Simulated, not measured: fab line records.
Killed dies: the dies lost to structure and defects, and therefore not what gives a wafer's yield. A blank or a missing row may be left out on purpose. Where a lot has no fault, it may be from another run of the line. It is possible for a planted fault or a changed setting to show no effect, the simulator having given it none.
fab line records + flow gf180mcu
record:
- lots: 14
- wafers: 42
- last-day: 35
route steps=602 shown V2@405 M3@409
lots untouched by any fault: they come from a run of this same line in which no faults occurred
start-h: hours from the record's first day to the start of the lot's first wafer shown + wait-h: how many hours have passed since the lot's step before this one + " same as the row above + L1.1+2: a row that stands for several wafers + - no value present, or no start provided + * or withheld: withheld + < > ~ a bound
route shown NAME@n: names a module that has steps shown in the file, with the first one's number in the route + usual: the fault-free wafers' mean and standard deviation + same: alike in all rows + chamber/n: place in a boat + sites: the reading at each site + _std_site: standard deviation across them + _edge_site: the outer-site mean with the inner-site mean subtracted + radius-mm: how far each site lies from the wafer's centre + mask NAME#n: copy n + behind: the most recent tool/chamber to have shaped the wafer + hold: reason for holding the lot/hours on hold/outcome of the hold + device: names the non-switching transistor (n, p or np) + end of line: the tests these same wafers got at the end of their route + a step given without rows: its recipe and nothing more + killed: the dies lost at the first sort to structure and to defects; this is not the yield of the wafer + map: a wafer's dies, marking killed ones x, the rest . and places with no die _
set.NAME: the setting that was run; set.NAME@STEP: the one run at that earlier step + model.NAME: the simulator's own value behind a step, which no gauge read
steps of the route over a sample of lots; a table a step, a row a wafer
services: when a tool's chamber went out of use (start-h, in hours from the record's first day, below 0 if earlier), for how many hours, and the reason
== steps ==
step: GF_V2_CVD_23
recipe:
- material: W
- target-thk-nm: 350
- time-s: 104.94
- temp-c: 400
- pressure-torr: 40
usual:
- chamber-pressure-Torr: 40.00/0.088
- heater-power-w: 870/47
| lot.wafer | tool     | chamber | start-h | wait-h | chamber-pressure-Torr | heater-power-w |
|-----------|----------|---------|---------|--------|-----------------------|----------------|
| L118.2    | cvd-w-02 | 0       | 468.84  | 0.0    | 40.11                 | 838            |
| L118.4    | "        | 0       | "       | "      | 39.99                 | 835            |
| L118.6    | "        | 1       | "       | "      | 40.00                 | 892            |
| L119.1    | cvd-w-02 | 0       | 482.98  | 0.0    | 39.89                 | 828            |
| L119.2    | "        | 1       | "       | "      | 40.06                 | 871            |
| L119.6    | "        | 1       | "       | "      | 39.99                 | 886            |
| L120.1    | cvd-w-02 | 1       | 490.69  | 0.0    | 39.97                 | 876            |
| L120.3    | "        | 1       | "       | "      | 40.05                 | 875            |
| L120.6    | "        | 0       | "       | "      | 39.88                 | 813            |
| L121.3    | cvd-w-02 | 0       | 506.77  | 0.1    | 40.16                 | 841            |
| L121.4    | "        | 1       | "       | "      | 39.97                 | 933            |
| L121.5    | "        | 1       | "       | "      | 39.91                 | 916            |
| L126.1    | cvd-w-02 | 0       | 555.13  | 0.0    | 39.94                 | 838            |
| L126.2    | "        | 1       | "       | "      | 40.03                 | 903            |
| L126.6    | "        | 1       | "       | "      | 39.99                 | 903            |
| L127.1    | cvd-w-01 | 1       | 559.79  | 0.0    | 39.96                 | 801            |
| L127.4    | "        | 1       | "       | "      | 39.83                 | 781            |
| L127.6    | "        | 1       | "       | "      | 39.81                 | 802            |
| L129.3    | cvd-w-01 | 1       | 571.16  | 0.1    | 40.00                 | 777            |
| L129.5    | "        | 1       | "       | "      | 40.07                 | 797            |
| L129.6    | "        | 0       | "       | "      | 39.97                 | 907            |
| L132.1    | cvd-w-02 | 0       | 595.18  | 0.0    | 39.96                 | 832            |
| L132.2    | "        | 1       | "       | "      | 40.02                 | 892            |
| L132.6    | "        | 0       | "       | "      | 39.88                 | 842            |
| L133.2    | cvd-w-01 | 0       | 607.30  | 0.1    | 39.92                 | 920            |
| L133.5    | "        | 0       | "       | "      | 40.03                 | 914            |
| L133.6    | "        | 0       | "       | "      | 39.89                 | 913            |
| L134.1    | cvd-w-01 | 0       | 609.04  | 0.0    | 39.92                 | 924            |
| L134.2    | "        | 1       | "       | "      | 39.99                 | 805            |
| L134.3    | "        | 1       | "       | "      | 39.87                 | 800            |
| L138.1    | cvd-w-02 | 0       | 633.63  | 0.0    | 39.97                 | 835            |
| L138.2    | "        | 1       | "       | "      | 40.06                 | 906            |
| L138.5    | "        | 1       | "       | "      | 40.00                 | 925            |
| L139.1    | cvd-w-02 | 1       | 638.69  | 0.0    | 39.95                 | 898            |
| L139.2    | "        | 0       | "       | "      | 40.00                 | 863            |
| L139.3    | "        | 1       | "       | "      | 39.97                 | 903            |
| L140.1    | cvd-w-02 | 1       | 652.44  | 0.0    | 40.06                 | 922            |
| L140.3    | "        | 1       | "       | "      | 40.04                 | 912            |
| L140.4    | "        | 0       | "       | "      | 39.81                 | 841            |
| L141.2    | cvd-w-02 | 1       | 658.44  | 0.0    | 40.04                 | 924            |
| L141.4    | "        | 1       | "       | "      | 39.94                 | 924            |
| L141.6    | "        | 0       | "       | "      | 40.02                 | 834            |
step: GF_M3_SPUTTER_00
recipe:
- material: Ti
- target-thk-nm: 37.5
- arriving-ion-energy-ev: 80
- substrate-temp-c: 200
- chamber-pressure-pa: 2
- power-w: 4000
- time-s: 150
usual:
- throttle-valve-pct: 29.7/1.4
| lot.wafer | tool           | chamber | start-h | wait-h | throttle-valve-pct |
|-----------|----------------|---------|---------|--------|--------------------|
| L118.2    | pvd-sputter-02 | -       | 469.43  | 0.1    | 30.5               |
| L118.4    | "              | -       | "       | "      | 27.5               |
| L118.6    | "              | -       | "       | "      | 27.5               |
| L119.1    | pvd-sputter-04 | -       | 483.57  | 0.2    | 29.1               |
| L119.2    | "              | -       | "       | "      | 28.0               |
| L119.6    | "              | -       | "       | "      | 31.9               |
| L120.1    | pvd-sputter-04 | -       | 491.28  | 0.1    | 30.2               |
| L120.3    | "              | -       | "       | "      | 29.0               |
| L120.6    | "              | -       | "       | "      | 28.1               |
| L121.3    | pvd-sputter-01 | -       | 507.33  | 0.2    | 29.9               |
| L121.4    | "              | -       | "       | "      | 30.2               |
| L121.5    | "              | -       | "       | "      | 27.8               |
| L126.1    | pvd-sputter-01 | -       | 555.72  | 0.1    | 29.9               |
| L126.2    | "              | -       | "       | "      | 28.1               |
| L126.6    | "              | -       | "       | "      | 32.3               |
| L127.1    | pvd-sputter-02 | -       | 560.38  | 0.2    | 30.8               |
| L127.4    | "              | -       | "       | "      | 27.7               |
| L127.6    | "              | -       | "       | "      | 27.7               |
| L129.3    | pvd-sputter-02 | -       | 571.92  | 0.2    | 30.0               |
| L129.5    | "              | -       | "       | "      | 30.0               |
| L129.6    | "              | -       | "       | "      | 29.8               |
| L132.1    | pvd-sputter-04 | -       | 595.85  | 0.1    | 32.2               |
| L132.2    | "              | -       | "       | "      | 28.0               |
| L132.6    | "              | -       | "       | "      | 30.3               |
| L133.2    | pvd-sputter-04 | -       | 607.97  | 0.1    | 30.5               |
| L133.5    | "              | -       | "       | "      | 28.4               |
| L133.6    | "              | -       | "       | "      | 30.3               |
| L134.1    | pvd-sputter-01 | -       | 609.63  | 0.1    | 29.9               |
| L134.2    | "              | -       | "       | "      | 30.9               |
| L134.3    | "              | -       | "       | "      | 31.9               |
| L138.1    | pvd-sputter-02 | -       | 634.22  | 0.1    | 27.9               |
| L138.2    | "              | -       | "       | "      | 30.1               |
| L138.5    | "              | -       | "       | "      | 29.8               |
| L139.1    | pvd-sputter-02 | -       | 639.28  | 0.1    | 29.8               |
| L139.2    | "              | -       | "       | "      | 27.9               |
| L139.3    | "              | -       | "       | "      | 30.8               |
| L140.1    | pvd-sputter-02 | -       | 653.03  | 0.1    | 29.9               |
| L140.3    | "              | -       | "       | "      | 30.4               |
| L140.4    | "              | -       | "       | "      | 30.5               |
| L141.2    | pvd-sputter-04 | -       | 659.13  | 0.2    | 28.1               |
| L141.4    | "              | -       | "       | "      | 30.3               |
| L141.6    | "              | -       | "       | "      | 30.0               |
step: GF_M3_SPUTTER_04
recipe:
- material: TiN
- target-thk-nm: 50
- power-w: 6500
- time-s: 41.7
- chamber-pressure-pa: 0.4
usual:
- throttle-valve-pct: 29.7/1.3
| lot.wafer | tool           | chamber | start-h | wait-h | throttle-valve-pct |
|-----------|----------------|---------|---------|--------|--------------------|
| L118.2    | pvd-sputter-02 | -       | 469.63  | 0.0    | 30.7               |
| L118.4    | "              | -       | "       | "      | 27.7               |
| L118.6    | "              | -       | "       | "      | 27.7               |
| L119.1    | pvd-sputter-04 | -       | 483.75  | 0.0    | 29.1               |
| L119.2    | "              | -       | "       | "      | 28.1               |
| L119.6    | "              | -       | "       | "      | 32.1               |
| L120.1    | pvd-sputter-04 | -       | 491.46  | 0.0    | 30.2               |
| L120.3    | "              | -       | "       | "      | 29.0               |
| L120.6    | "              | -       | "       | "      | 28.1               |
| L121.3    | pvd-sputter-01 | -       | 507.51  | 0.0    | 30.4               |
| L121.4    | "              | -       | "       | "      | 30.7               |
| L121.5    | "              | -       | "       | "      | 28.1               |
| L126.1    | pvd-sputter-01 | -       | 555.90  | 0.0    | 30.1               |
| L126.2    | "              | -       | "       | "      | 28.2               |
| L126.6    | "              | -       | "       | "      | 31.8               |
| L127.1    | pvd-sputter-02 | -       | 560.56  | 0.0    | 30.7               |
| L127.4    | "              | -       | "       | "      | 27.8               |
| L127.6    | "              | -       | "       | "      | 27.5               |
| L129.3    | pvd-sputter-02 | -       | 572.11  | 0.0    | 30.2               |
| L129.5    | "              | -       | "       | "      | 30.1               |
| L129.6    | "              | -       | "       | "      | 29.9               |
| L132.1    | pvd-sputter-04 | -       | 596.04  | 0.0    | 32.0               |
| L132.2    | "              | -       | "       | "      | 28.2               |
| L132.6    | "              | -       | "       | "      | 30.0               |
| L133.2    | pvd-sputter-04 | -       | 608.15  | 0.0    | 30.0               |
| L133.5    | "              | -       | "       | "      | 28.2               |
| L133.6    | "              | -       | "       | "      | 30.0               |
| L134.1    | pvd-sputter-01 | -       | 609.81  | 0.0    | 30.1               |
| L134.2    | "              | -       | "       | "      | 30.7               |
| L134.3    | "              | -       | "       | "      | 32.1               |
| L138.1    | pvd-sputter-02 | -       | 634.40  | 0.0    | 27.6               |
| L138.2    | "              | -       | "       | "      | 29.6               |
| L138.5    | "              | -       | "       | "      | 29.8               |
| L139.1    | pvd-sputter-02 | -       | 639.46  | 0.0    | 29.9               |
| L139.2    | "              | -       | "       | "      | 27.8               |
| L139.3    | "              | -       | "       | "      | 30.6               |
| L140.1    | pvd-sputter-02 | -       | 653.21  | 0.0    | 29.8               |
| L140.3    | "              | -       | "       | "      | 29.9               |
| L140.4    | "              | -       | "       | "      | 30.9               |
| L141.2    | pvd-sputter-04 | -       | 659.32  | 0.0    | 28.3               |
| L141.4    | "              | -       | "       | "      | 30.1               |
| L141.6    | "              | -       | "       | "      | 30.3               |
step: GF_M3_METAL_ETCH_16
recipe:
- chemistry: Cl2/BCl3
- mask-material: KrF
- target-depth-nm: 750.8
- stop-on: SiO2
- pressure-mtorr: 8
- icp-w: 800
- bias-w: 140
- Cl2_flow_sccm: 80
- bcl3-flow-sccm: 40
- time-s: 125.1
usual:
- bias-w: 140.0/0.43
- drypump-motor-current-A: 5.8/0.33
- oes-product-au: 0.995/0.0055
- throttle-valve-pct: 28.226/0.01
| lot.wafer | tool         | chamber | start-h | wait-h | bias-w | drypump-motor-current-A | oes-product-au | rf-hours-counter-h | throttle-valve-pct |
|-----------|--------------|---------|---------|--------|--------|-------------------------|----------------|--------------------|--------------------|
| L118.2    | rie-metal-03 | 0       | 493.91  | 0.0    | 140.1  | 6.3                     | 1.004          | 11                 | 28.224             |
| L118.4    | "            | 0       | "       | "      | 139.4  | 6.3                     | 1.000          | -                  | 28.226             |
| L118.6    | "            | 0       | "       | "      | 139.9  | 6.3                     | 0.989          | -                  | 28.227             |
| L119.1    | rie-metal-04 | 0       | 508.43  | 0.0    | 139.7  | 5.7                     | 0.990          | 4                  | 28.220             |
| L119.2    | "            | 1       | "       | "      | 140.0  | 5.8                     | 0.997          | 6                  | 28.215             |
| L119.6    | "            | 1       | "       | "      | 140.2  | 5.7                     | 0.992          | -                  | 28.240             |
| L120.1    | rie-metal-03 | 1       | 515.51  | 0.0    | 140.7  | 5.6                     | 0.998          | 8                  | 28.232             |
| L120.3    | "            | 0       | "       | "      | 139.9  | 6.3                     | 0.996          | -                  | 28.228             |
| L120.6    | "            | 0       | "       | "      | 139.8  | 6.3                     | 0.999          | -                  | 28.230             |
| L121.3    | rie-metal-03 | 1       | 531.02  | 0.1    | 140.3  | 5.6                     | 0.993          | -                  | 28.212             |
| L121.4    | "            | 0       | "       | "      | 139.8  | 6.3                     | 0.990          | -                  | 28.212             |
| L121.5    | "            | 1       | "       | "      | 139.9  | 5.6                     | 0.991          | -                  | 28.253             |
| L126.1    | rie-metal-03 | 0       | 578.01  | 0.0    | 140.1  | 6.3                     | 0.993          | 14                 | 28.226             |
| L126.2    | "            | 1       | "       | "      | 139.9  | 5.6                     | 0.890          | 10                 | 28.341             |
| L126.6    | "            | 0       | "       | "      | 140.8  | 6.3                     | 0.999          | -                  | 28.228             |
| L127.1    | rie-metal-03 | 1       | 582.47  | 0.0    | 140.3  | 5.6                     | 0.885          | 10                 | 28.333             |
| L127.4    | "            | 1       | "       | "      | 140.4  | 5.6                     | 0.889          | -                  | 28.347             |
| L127.6    | "            | 1       | "       | "      | 140.4  | 5.6                     | 0.880          | -                  | 28.344             |
| L129.3    | rie-metal-04 | 1       | 594.36  | 0.1    | 140.3  | 5.8                     | 0.984          | -                  | 28.232             |
| L129.5    | "            | 0       | "       | "      | 139.6  | 5.7                     | 0.998          | -                  | 28.236             |
| L129.6    | "            | 1       | "       | "      | 140.6  | 5.8                     | 0.988          | -                  | 28.240             |
| L132.1    | rie-metal-04 | 0       | 617.36  | 0.0    | 139.6  | 5.7                     | 1.000          | 7                  | 28.230             |
| L132.2    | "            | 1       | "       | "      | 139.9  | 5.8                     | 0.995          | 9                  | 28.221             |
| L132.6    | "            | 0       | "       | "      | 139.9  | 5.7                     | 0.997          | -                  | 28.216             |
| L133.2    | rie-metal-04 | 0       | 629.01  | 0.0    | 139.9  | 5.7                     | 0.991          | 7                  | 28.232             |
| L133.5    | "            | 1       | "       | "      | 139.9  | 5.8                     | 0.987          | -                  | 28.227             |
| L133.6    | "            | 0       | "       | "      | 139.4  | 5.7                     | 0.998          | -                  | 28.209             |
| L134.1    | rie-metal-01 | 0       | 631.12  | 0.0    | 139.8  | 6.2                     | 0.992          | 4                  | 28.249             |
| L134.2    | "            | 0       | "       | "      | 139.9  | 6.2                     | 0.995          | -                  | 28.237             |
| L134.3    | "            | 0       | "       | "      | 140.1  | 6.2                     | 0.987          | -                  | 28.225             |
| L138.1    | rie-metal-04 | 0       | 654.67  | 0.0    | 139.0  | 5.7                     | 0.994          | 9                  | 28.224             |
| L138.2    | "            | 1       | "       | "      | 140.1  | 5.7                     | 0.985          | 10                 | 28.238             |
| L138.5    | "            | 1       | "       | "      | 140.4  | 5.7                     | 0.991          | -                  | 28.218             |
| L139.1    | rie-metal-03 | 0       | 659.43  | 0.0    | 140.5  | 6.3                     | 0.989          | 1                  | 28.233             |
| L139.2    | "            | 1       | "       | "      | 139.3  | 5.6                     | 0.993          | 13                 | 28.215             |
| L139.3    | "            | 0       | "       | "      | 139.5  | 6.3                     | 0.989          | -                  | 28.227             |
| L140.1    | rie-metal-03 | 0       | 673.22  | 0.0    | 140.3  | 6.3                     | 1.003          | 1                  | 28.245             |
| L140.3    | "            | 1       | "       | "      | 140.2  | 5.6                     | 0.996          | -                  | 28.223             |
| L140.4    | "            | 0       | "       | "      | 140.0  | 6.3                     | 0.998          | -                  | 28.226             |
| L141.2    | rie-metal-01 | 0       | 679.02  | 0.0    | 140.2  | 6.2                     | 0.994          | 6                  | 28.245             |
| L141.4    | "            | 1       | "       | "      | 139.9  | 5.3                     | 0.985          | -                  | 28.226             |
| L141.6    | "            | 0       | "       | "      | 140.0  | 6.2                     | 0.980          | -                  | 28.222             |
step: GF_M3_STRIP_17
recipe:
- chemistry: O2/N2
- power-w: 1400
- pressure-mtorr: 1500
- platen-temp-c: 250
- o2-flow-sccm: 3000
- n2-flow-sccm: 300
- overash-fraction: 0.5
usual:
- drypump-motor-current-A: 6.1/0.35
- heater-power-w: 325/34
- oes-product-au: 0.535/0.0051
- strip-time-to-endpoint-s: 7.32/0.051
| lot.wafer | tool            | chamber | start-h | wait-h | drypump-motor-current-A | heater-power-w | oes-product-au | rf-hours-counter-h | strip-time-to-endpoint-s |
|-----------|-----------------|---------|---------|--------|-------------------------|----------------|----------------|--------------------|--------------------------|
| L118.2    | plasma-asher-04 | 0       | 494.04  | 0.1    | 5.7                     | 360            | 0.536          | 70                 | 7.27                     |
| L118.4    | "               | 1       | "       | "      | 6.2                     | 336            | 0.529          | -                  | 7.28                     |
| L118.6    | "               | 1       | "       | "      | 6.2                     | 336            | 0.529          | -                  | 7.27                     |
| L119.1    | plasma-asher-02 | 1       | 508.55  | 0.1    | 6.5                     | 276            | 0.535          | 89                 | 7.29                     |
| L119.2    | "               | 0       | "       | "      | 5.8                     | 307            | 0.539          | 89                 | 7.34                     |
| L119.6    | "               | 0       | "       | "      | 5.8                     | 304            | 0.533          | -                  | 7.33                     |
| L120.1    | plasma-asher-02 | 0       | 515.64  | 0.1    | 5.8                     | 314            | 0.544          | 90                 | 7.33                     |
| L120.3    | "               | 0       | "       | "      | 5.8                     | 308            | 0.526          | -                  | 7.28                     |
| L120.6    | "               | 0       | "       | "      | 5.8                     | 314            | 0.531          | -                  | 7.23                     |
| L121.3    | plasma-asher-02 | 0       | 531.14  | 0.1    | 5.8                     | 303            | 0.538          | -                  | 7.34                     |
| L121.4    | "               | 1       | "       | "      | 6.5                     | 281            | 0.534          | -                  | 7.25                     |
| L121.5    | "               | 1       | "       | "      | 6.5                     | 278            | 0.530          | -                  | 7.34                     |
| L126.1    | plasma-asher-04 | 0       | 578.14  | 0.1    | 5.7                     | 358            | 0.523          | 77                 | 7.18                     |
| L126.2    | "               | 1       | "       | "      | 6.2                     | 328            | 0.560          | 77                 | 7.83                     |
| L126.6    | "               | 1       | "       | "      | 6.2                     | 332            | 0.532          | -                  | 7.19                     |
| L127.1    | plasma-asher-04 | 0       | 582.60  | 0.1    | 5.8                     | 360            | 0.557          | 77                 | 7.90                     |
| L127.4    | "               | 1       | "       | "      | 6.2                     | 330            | 0.561          | -                  | 7.92                     |
| L127.6    | "               | 1       | "       | "      | 6.2                     | 337            | 0.561          | -                  | 7.92                     |
| L129.3    | plasma-asher-04 | 1       | 594.48  | 0.1    | 6.2                     | 336            | 0.537          | -                  | 7.34                     |
| L129.5    | "               | 1       | "       | "      | 6.3                     | 330            | 0.545          | -                  | 7.33                     |
| L129.6    | "               | 0       | "       | "      | 5.8                     | 363            | 0.536          | -                  | 7.36                     |
| L132.1    | plasma-asher-03 | 1       | 617.48  | 0.1    | 5.7                     | 367            | 0.541          | 22                 | 7.33                     |
| L132.2    | "               | 0       | "       | "      | 6.6                     | 288            | 0.540          | 22                 | 7.31                     |
| L132.6    | "               | 1       | "       | "      | 5.8                     | 365            | 0.539          | -                  | 7.31                     |
| L133.2    | plasma-asher-03 | 1       | 629.13  | 0.1    | 5.7                     | 383            | 0.528          | 23                 | 7.35                     |
| L133.5    | "               | 1       | "       | "      | 5.7                     | 386            | 0.529          | -                  | 7.31                     |
| L133.6    | "               | 0       | "       | "      | 6.6                     | 283            | 0.526          | -                  | 7.30                     |
| L134.1    | plasma-asher-04 | 1       | 631.38  | 0.2    | 6.2                     | 335            | 0.538          | 83                 | 7.37                     |
| L134.2    | "               | 0       | "       | "      | 5.7                     | 358            | 0.535          | 83                 | 7.34                     |
| L134.3    | "               | 1       | "       | "      | 6.3                     | 332            | 0.549          | -                  | 7.37                     |
| L138.1    | plasma-asher-02 | 0       | 654.80  | 0.1    | 5.8                     | 302            | 0.532          | 104                | 7.30                     |
| L138.2    | "               | 1       | "       | "      | 6.5                     | 278            | 0.529          | 104                | 7.39                     |
| L138.5    | "               | 0       | "       | "      | 5.8                     | 308            | 0.541          | -                  | 7.37                     |
| L139.1    | plasma-asher-03 | 1       | 659.55  | 0.1    | 5.7                     | 367            | 0.540          | 27                 | 7.31                     |
| L139.2    | "               | 0       | "       | "      | 6.6                     | 289            | 0.536          | 27                 | 7.34                     |
| L139.3    | "               | 0       | "       | "      | 6.6                     | 288            | 0.531          | -                  | 7.32                     |
| L140.1    | plasma-asher-02 | 1       | 673.35  | 0.1    | 6.5                     | 279            | 0.534          | 106                | 7.32                     |
| L140.3    | "               | 1       | "       | "      | 6.5                     | 281            | 0.533          | -                  | 7.32                     |
| L140.4    | "               | 0       | "       | "      | 5.8                     | 302            | 0.538          | -                  | 7.32                     |
| L141.2    | plasma-asher-04 | 1       | 679.15  | 0.1    | 6.2                     | 330            | 0.531          | 87                 | 7.32                     |
| L141.4    | "               | 1       | "       | "      | 6.3                     | 337            | 0.536          | -                  | 7.38                     |
| L141.6    | "               | 0       | "       | "      | 5.7                     | 354            | 0.546          | -                  | 7.40                     |
== services ==
| tool            | chamber | start-h | hours | kind                   |
|-----------------|---------|---------|-------|------------------------|
| plasma-asher-03 | -       | 445.27  | 0.4   | repair                 |
| rie-metal-03    | 1       | 446.08  | 22.7  | repair                 |
| plasma-asher-03 | -       | 474.20  | 2.5   | repair                 |
| pvd-sputter-04  | 0       | 498.55  | -     | consumable-replace:kit |
| pvd-sputter-04  | 0       | 498.55  | 18.0  | scheduled-down         |
| pvd-sputter-04  | 0       | 498.55  | 18.0  | vent-cycle             |
| cvd-w-02        | -       | 518.12  | 14.6  | pm                     |
| plasma-asher-04 | -       | 534.54  | 14.6  | pm                     |
| plasma-asher-02 | -       | 544.10  | 4.6   | repair                 |
| cvd-w-01        | -       | 550.05  | 6.9   | pm                     |
| pvd-sputter-02  | 2       | 572.15  | -     | consumable-replace:kit |
| pvd-sputter-02  | 2       | 572.15  | 18.0  | scheduled-down         |
| pvd-sputter-02  | 2       | 572.15  | 18.0  | vent-cycle             |
| cvd-w-01        | -       | 589.85  | 0.6   | repair                 |
| cvd-w-01        | 1       | 598.40  | 9.7   | repair                 |
| rie-metal-01    | -       | 608.41  | 0.3   | repair                 |
| pvd-sputter-04  | -       | 619.33  | 3.0   | repair                 |
| rie-metal-03    | 0       | 625.58  | -     | clean                  |
| pvd-sputter-01  | -       | 636.26  | 2.1   | repair                 |
| pvd-sputter-02  | -       | 644.01  | 3.3   | repair                 |
| cvd-w-01        | -       | 656.10  | 2.8   | pm                     |
| pvd-sputter-04  | 3       | 670.98  | -     | consumable-replace:kit |
| pvd-sputter-04  | 3       | 670.98  | 18.0  | scheduled-down         |
| pvd-sputter-04  | 3       | 670.98  | 18.0  | vent-cycle             |
== key ==
first-sign:
- step: GF_M3_METAL_ETCH_16
- reading: oes-product-au
- direction: down
- sigmas: 20
- usual: 0.995
- struck: 0.886
effect:
- step: GF_M3_METAL_ETCH_16
- reading: throttle-valve-pct
- direction: up
- sigmas: 11
- usual: 28.226
- struck: 28.341
effect:
- step: GF_M3_STRIP_17
- reading: strip-time-to-endpoint-s
- direction: up
- sigmas: 11
- usual: *
- struck: *
met-at GF_M3_METAL_ETCH_16
struck-lots L126,L127
struck-wafers L126.2,L127.1,L127.4,L127.6
sort-left-out L126.2,L127.1,L127.4,L127.6
not-acting-at GF_V2_CVD_23,GF_M3_SPUTTER_00,GF_M3_SPUTTER_04
onset-between 531.02 578.01
fault:
- kind: process-parameter-drift
- tool: rie-metal-03
- chamber: 1
- onset-h: 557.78
- steps: GF_M3_METAL_ETCH_16
- channel: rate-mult
- offset: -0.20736
- shape: step
- end-h: 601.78
sort-left-out: the simulated sort isn't trusted on such a fault, so these wafers' sort isn't shown, and their yield isn't known
